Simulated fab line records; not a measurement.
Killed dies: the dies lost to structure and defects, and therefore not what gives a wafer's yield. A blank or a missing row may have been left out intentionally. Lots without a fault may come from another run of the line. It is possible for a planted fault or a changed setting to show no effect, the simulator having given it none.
2 desks looking at one fault / flow sfqLine / each desk has only its own numbers; what lay behind them comes last

TOOL OWNER'S DESK, cmp-02
The tool's own readings at SFQ_TRILAYER_I1_CMP_CMP_046 (polishes SiO2): means of the sampled wafers that have a number, for each lot that ran on this tool. The brackets show how far a lot's mean lies from the usual mean; more than 4 standard deviations puts the lot out of limits, marked OUT.
Columns: A = motorCurrentA at SFQ_TRILAYER_I1_CMP_CMP_046, usual 10.2 A; B = timeToEndpointS at SFQ_TRILAYER_I1_CMP_CMP_046, usual 212 s
lot=L348; first seen here=day 13 12:35; A=10.5; B=207
lot=L349; first seen here=day 13 18:05; A=10.7; B=217
lot=L352; first seen here=day 14 13:35; A=10.1; B=212
lot=L361; first seen here=day 17 06:13; A=9.8; B=223
lot=L363; first seen here=day 18 03:51; A=9.6; B=219
lot=L364; first seen here=day 18 13:21; A=10.7; B=215
Finding of this desk: none of the 6 lots has anything out of limits.

AT THE METROLOGY DESK
What the gauges read for every lot (on any tool): the sampled wafers with a number, averaged. The brackets show how far a lot's mean lies from the usual mean; more than 4 standard deviations puts the lot out of limits, marked OUT.
Columns: A = M0_OVL at SFQ_M0_OVL_MEAS_906, usual -1 nm
lot=L348; first seen here=day 6 11:19; A=0
lot=L349; first seen here=day 6 14:55; A=3
lot=L350; first seen here=day 6 19:44; A=0
lot=L351; first seen here=day 6 20:56; A=-2
lot=L352; first seen here=day 7 00:32; A=5
lot=L354; first seen here=day 7 07:43; A=-5
lot=L355; first seen here=day 7 12:31; A=5
lot=L361; first seen here=day 9 01:41; A=6
lot=L362; first seen here=day 9 16:25; A=-2
lot=L363; first seen here=day 9 20:01; A=6
lot=L364; first seen here=day 10 00:49; A=0
lot=L366; first seen here=day 10 09:13; A=-3
lot=L368; first seen here=day 10 21:13; A=-3
lot=L369; first seen here=day 11 04:25; A=-4
lot=L370; first seen here=day 11 11:10; A=0
Finding of this desk: none of the 15 lots has anything out of limits.

ALL TOGETHER
The desk of the tool owner found nothing out of limits.
At the metrology desk, nothing out of limits was observed.

WHAT WAS PUT IN BY THE SIMULATOR
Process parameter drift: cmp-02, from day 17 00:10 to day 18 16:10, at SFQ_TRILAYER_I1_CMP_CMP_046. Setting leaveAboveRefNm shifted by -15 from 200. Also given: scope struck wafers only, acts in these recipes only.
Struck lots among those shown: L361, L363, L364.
